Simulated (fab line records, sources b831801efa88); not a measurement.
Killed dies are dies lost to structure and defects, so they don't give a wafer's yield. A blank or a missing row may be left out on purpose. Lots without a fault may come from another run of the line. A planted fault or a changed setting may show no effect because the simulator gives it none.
Which tool did it? | flow gf180mcu | 14 lots, 42 wafers sampled, at 5 steps of a route of 602

WHAT THE GAUGES READ, wafer by wafer
GF_HV_LDD_TW_MEAS_11. Usual: HV_LDD_TW 2406, standard deviation 16.
lot  | measured     | on            | HV_LDD_TW      | flag
L740 | day 9 19:21  | film_metro-02 | 2392 2392 2396 |
L741 | day 10 02:47 | film_metro-02 | 2371 2379 2385 |
L742 | day 10 09:45 | film_metro-04 | 2426 2412 2431 |
L743 | day 10 16:56 | film_metro-03 | 2432 2416 2437 |
L744 | day 11 03:08 | film_metro-04 | 2417 2428 2426 |
L745 | day 11 06:40 | film_metro-04 | 2421 2408 2413 |
L751 | day 14 02:55 | film_metro-02 | 2397 2395 2399 |
L753 | day 14 05:10 | film_metro-02 | 2380 2380 2393 |
L756 | day 15 10:59 | film_metro-04 | 2420 2407 2410 |
L758 | day 15 16:16 | film_metro-03 | 2417 2424 2437 |
L759 | day 16 06:34 | film_metro-03 | 2414 2409 2422 |
L761 | day 16 12:55 | film_metro-03 | 2421 2421 2426 |
L762 | day 16 18:06 | film_metro-02 | 2403 2412 2388 |
L763 | day 17 01:31 | film_metro-02 | 2398 2383 2378 |

GF_HV_LDD_THK_MEAS_55. Usual: HV_LDD_CVD_54_THK 10.09 nm, standard deviation 0.15.
lot  | measured     | on            | HV_LDD_CVD_54_THK (nm) | flag
L740 | day 12 04:04 | film_metro-02 | 10.14 10.19 10.30      |
L741 | day 12 12:12 | film_metro-02 | 9.95 9.98 10.00        |
L742 | day 12 19:52 | film_metro-04 | 9.87 10.04 9.95        |
L743 | day 13 05:31 | film_metro-02 | 9.95 9.95 9.99         |
L744 | day 13 15:33 | film_metro-04 | 10.00 9.96 9.90        |
L745 | day 13 18:10 | film_metro-03 | 10.04 10.11 10.04      |
L751 | day 16 22:06 | film_metro-02 | 8.69 8.72 8.62         | OFF
L753 | day 17 00:36 | film_metro-03 | 8.73 8.76 8.67         | OFF
L756 | day 18 09:28 | film_metro-02 | 9.87 9.86 9.89         |
L758 | day 18 15:17 | film_metro-03 | 10.08 10.04 9.99       |
L759 | day 19 05:31 | film_metro-03 | 9.88 9.92 9.99         |
L761 | day 19 14:02 | film_metro-03 | 10.01 9.95 9.87        |
L762 | day 19 19:52 | film_metro-02 | 9.77 9.93 9.89         |
L763 | day 20 03:04 | film_metro-03 | 10.10 10.07 10.12      |

GF_NSD_TW_MEAS_12. Usual: NSD_TW 4236, standard deviation 32.
lot  | measured     | on            | NSD_TW         | flag
L740 | day 13 01:11 | film_metro-01 | 4227 4225 4254 |
L741 | day 13 08:55 | film_metro-01 | 4212 4204 4207 |
L742 | day 13 17:26 | film_metro-04 | 4249 4260 4236 |
L743 | day 14 03:22 | film_metro-04 | 4251 4263 4247 |
L744 | day 14 14:05 | film_metro-04 | 4272 4275 4247 |
L745 | day 14 16:45 | film_metro-04 | 4230 4240 4243 |
L751 | day 17 23:01 | film_metro-04 | 4284 4274 4273 |
L753 | day 18 01:28 | film_metro-03 | 4232 4241 4217 |
L756 | day 19 12:14 | film_metro-01 | 4200 4228 4197 |
L758 | day 19 17:47 | film_metro-03 | 4249 4242 4229 |
L759 | day 20 07:43 | film_metro-04 | 4276 4287 4262 |
L761 | day 20 16:17 | film_metro-03 | 4254 4269 4270 |
L762 | day 20 21:40 | film_metro-04 | 4257 4246 4269 |
L763 | day 21 05:06 | film_metro-03 | 4246 4245 4257 |

WHICH TOOL RAN EACH LOT (tool, then ch and the chambers of the sampled wafers, then the start)
lot  | GF_POLY_GATE_STRIP_14                | GF_HV_LDD_CVD_54
L740 | plasma_asher-03 ch 0,1, day 9 00:29  | lpcvd-02 ch 0, day 12 03:02
L741 | plasma_asher-02 ch 0,1, day 9 07:32  | lpcvd-02 ch 0, day 12 11:11
L742 | plasma_asher-02 ch 0,1, day 9 14:40  | lpcvd-01 ch 1, day 12 18:50
L743 | plasma_asher-02 ch 0,1, day 9 20:09  | lpcvd-02 ch 0, day 13 04:29
L744 | plasma_asher-03 ch 0,1, day 10 06:36 | lpcvd-02 ch 1, day 13 14:32
L745 | plasma_asher-04 ch 0,1, day 10 10:02 | lpcvd-01 ch 1, day 13 17:07
L751 | plasma_asher-04 ch 0,1, day 13 04:36 | lpcvd-01 ch 0, day 16 21:04
L753 | plasma_asher-04 ch 0, day 13 06:32   | lpcvd-01 ch 0, day 16 23:35
L756 | plasma_asher-02 ch 0,1, day 14 11:20 | lpcvd-02 ch 1, day 18 08:27
L758 | plasma_asher-04 ch 0,1, day 14 16:42 | lpcvd-02 ch 0, day 18 14:16
L759 | plasma_asher-04 ch 0,1, day 15 06:21 | lpcvd-02 ch 1, day 19 04:29
L761 | plasma_asher-02 ch 0, day 15 12:38   | lpcvd-01 ch 1, day 19 13:01
L762 | plasma_asher-04 ch 0,1, day 15 18:20 | lpcvd-01 ch 1, day 19 18:50
L763 | plasma_asher-02 ch 0,1, day 16 00:25 | lpcvd-02 ch 0, day 20 02:01
- GF_POLY_GATE_STRIP_14: strips in O2/N2.
- GF_HV_LDD_CVD_54: deposits SiO2 from TEOS, target thk 10 nm, time 75 s.

WHAT THE TOOLS THEMSELVES READ (means of the sampled wafers that have a number; where no wafer has one, the mark that the record gives instead)
GF_POLY_GATE_STRIP_14. Usual: drypump_motor_current_A 5.6 A, standard deviation 0.37; heater_power_w 326 W, standard deviation 18; oes_product_au 0.509 a.u., standard deviation 0.0044.
lot  | tool            | drypump_motor_current_A (A) | heater_power_w (W) | oes_product_au (a.u.) | flag
L740 | plasma_asher-03 | 6.2                         | 302                | 0.512                 |
L741 | plasma_asher-02 | 5.6                         | 343                | 0.508                 |
L742 | plasma_asher-02 | 5.6                         | 352                | 0.510                 |
L743 | plasma_asher-02 | 5.6                         | 342                | 0.512                 |
L744 | plasma_asher-03 | 5.9                         | 295                | 0.508                 |
L745 | plasma_asher-04 | 5.5                         | 324                | 0.507                 |
L751 | plasma_asher-04 | 5.5                         | 316                | 0.505                 |
L753 | plasma_asher-04 | 5.3                         | 325                | 0.509                 |
L756 | plasma_asher-02 | 5.6                         | 350                | 0.509                 |
L758 | plasma_asher-04 | 5.6                         | 323                | 0.506                 |
L759 | plasma_asher-04 | 5.6                         | 324                | 0.511                 |
L761 | plasma_asher-02 | 5.5                         | 349                | 0.505                 |
L762 | plasma_asher-04 | 5.6                         | 320                | 0.510                 |
L763 | plasma_asher-02 | 5.6                         | 345                | 0.512                 |

GF_HV_LDD_CVD_54. Usual: pressure_mtorr 400.0 mTorr, standard deviation 0.78; susceptor_temp_C 680.0 C, standard deviation 0.3.
lot  | tool     | pressure_mtorr (mTorr) | susceptor_temp_C (C) | flag
L740 | lpcvd-02 | 398.7                  | 679.9                |
L741 | lpcvd-02 | 399.8                  | 680.0                |
L742 | lpcvd-01 | 400.7                  | 679.9                |
L743 | lpcvd-02 | 400.5                  | 679.7                |
L744 | lpcvd-02 | 400.6                  | 679.8                |
L745 | lpcvd-01 | 400.8                  | 680.0                |
L751 | lpcvd-01 | 400.2                  | 680.1                |
L753 | lpcvd-01 | 399.8                  | 679.8                |
L756 | lpcvd-02 | 399.4                  | 680.0                |
L758 | lpcvd-02 | 400.2                  | 679.7                |
L759 | lpcvd-02 | 400.5                  | 679.9                |
L761 | lpcvd-01 | 399.2                  | 680.2                |
L762 | lpcvd-01 | 400.0                  | 680.2                |
L763 | lpcvd-02 | 399.3                  | 680.0                |

THE ANSWER, worked out from the rows above alone
Rule: a lot is off if the mean of its wafers that have a number lies more than 3 standard deviations from the usual mean. A lot without any number at a reading at which 4 lots or more have one is off too. The other lots that the step has rows for count as sound. The gauges are gone through in route order, then the tools' own readings, and for those a lot's mean is taken as printed above. The first step at which some lot is off is used, and at that step the reading that is off furthest; a lot without a number counts as furthest.
Off: L751, L753, at GF_HV_LDD_THK_MEAS_55 (HV_LDD_CVD_54_THK).
A tool fits if, at a process step before that reading, it ran every lot that is off, and no sound lot after the first of them. The gauges at GF_HV_LDD_THK_MEAS_55 are tried like those tools. None of those tried fits.

WHAT THE SIMULATOR HAD PUT IN
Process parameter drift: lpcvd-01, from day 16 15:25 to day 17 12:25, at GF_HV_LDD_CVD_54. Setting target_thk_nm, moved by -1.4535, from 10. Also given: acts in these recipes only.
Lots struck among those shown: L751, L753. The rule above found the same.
